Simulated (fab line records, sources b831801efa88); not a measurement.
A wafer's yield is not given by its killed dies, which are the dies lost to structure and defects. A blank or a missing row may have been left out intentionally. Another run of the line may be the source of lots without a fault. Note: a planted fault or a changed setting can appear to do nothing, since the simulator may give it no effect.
Chamber matching :: flow gf180mcu :: hdpcvd-01 running GF_V5_CVD_00: 3 sister chambers
The step deposits SiO2, target thk 300 nm, time 50 s. 14 wafers are shown with their chamber, then 7 later ones without.

EACH WAFER AND ITS CHAMBER
wafer: L520.2
chamber: 0
run-length-s (s): 77.5
pressure-mtorr (mTorr): 5.990

wafer: L520.4
chamber: 2
run-length-s (s): 78.6
pressure-mtorr (mTorr): 5.985

wafer: L520.6
chamber: 0
run-length-s (s): 77.9
pressure-mtorr (mTorr): 6.012

wafer: L521.1
chamber: 2
run-length-s (s): 78.4
pressure-mtorr (mTorr): 5.997

wafer: L521.3
chamber: 1
run-length-s (s): 77.6
pressure-mtorr (mTorr): 5.999

wafer: L521.4
chamber: 1
run-length-s (s): 78.3
pressure-mtorr (mTorr): 6.013

wafer: L522.3
chamber: 2
run-length-s (s): 78.4
pressure-mtorr (mTorr): 5.990

wafer: L522.5
chamber: 0
run-length-s (s): 77.7
pressure-mtorr (mTorr): 5.982

wafer: L522.6
chamber: 1
run-length-s (s): 77.5
pressure-mtorr (mTorr): 5.983

wafer: L525.1
chamber: 0
run-length-s (s): 77.6
pressure-mtorr (mTorr): 5.989

wafer: L525.4
chamber: 2
run-length-s (s): 78.8
pressure-mtorr (mTorr): 5.993

wafer: L525.6
chamber: 1
run-length-s (s): 77.9
pressure-mtorr (mTorr): 6.019

wafer: L531.3
chamber: 2
run-length-s (s): 78.7
pressure-mtorr (mTorr): 5.988

wafer: L531.4
chamber: 1
run-length-s (s): 77.6
pressure-mtorr (mTorr): 5.997

SIGNATURES (averages over the wafers above)
reading: run-length-s
chamber 0: 77.675
chamber 1: 77.780
chamber 2: 78.580
scatter within a chamber: 0.242

reading: pressure-mtorr
chamber 0: 5.99325
chamber 1: 6.00220
chamber 2: 5.99060
scatter within a chamber: 0.0113
Rule: a wafer's distance from a chamber is the root of the sum, over the readings, of the square of ((its reading less the chamber's mean) divided by the reading's scatter). The wafer belongs to the nearest chamber; if the next one is less than 2 further off, it can't be placed. How the scatter is found: for the shown wafers, subtract from each reading the mean of its chamber, square and add these, divide the total by (wafers less chambers), then take the root.

WAFERS WHOSE CHAMBER IS MISSING
wafer: L531.5
run-length-s (s): 77.8
pressure-mtorr (mTorr): 5.997

wafer: L536.3
run-length-s (s): 78.8
pressure-mtorr (mTorr): 6.016

wafer: L536.4
run-length-s (s): 78.4
pressure-mtorr (mTorr): 6.012

wafer: L536.6
run-length-s (s): 78.1
pressure-mtorr (mTorr): 5.989

wafer: L541.1
run-length-s (s): 78.1
pressure-mtorr (mTorr): 6.017

wafer: L541.3
run-length-s (s): 78.1
pressure-mtorr (mTorr): 6.007

wafer: L541.4
run-length-s (s): 78.5
pressure-mtorr (mTorr): 6.001

THE CHAMBER EACH PASSED THROUGH
wafer: L531.5
from the rows above: can't be placed: 1 or 0
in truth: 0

wafer: L536.3
from the rows above: can't be placed: 2 or 1
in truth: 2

wafer: L536.4
from the rows above: can't be placed: 2 or 1 or 0
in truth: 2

wafer: L536.6
from the rows above: can't be placed: 1 or 0 or 2
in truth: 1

wafer: L541.1
from the rows above: can't be placed: 1 or 0 or 2
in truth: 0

wafer: L541.3
from the rows above: can't be placed: 1 or 0 or 2
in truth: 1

wafer: L541.4
from the rows above: can't be placed: 2 or 1
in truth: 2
Correct placement for 0 of the 7. Unplaceable from these rows: 7, with the true chamber sitting among the candidates in 7. Wrongly placed: 0.
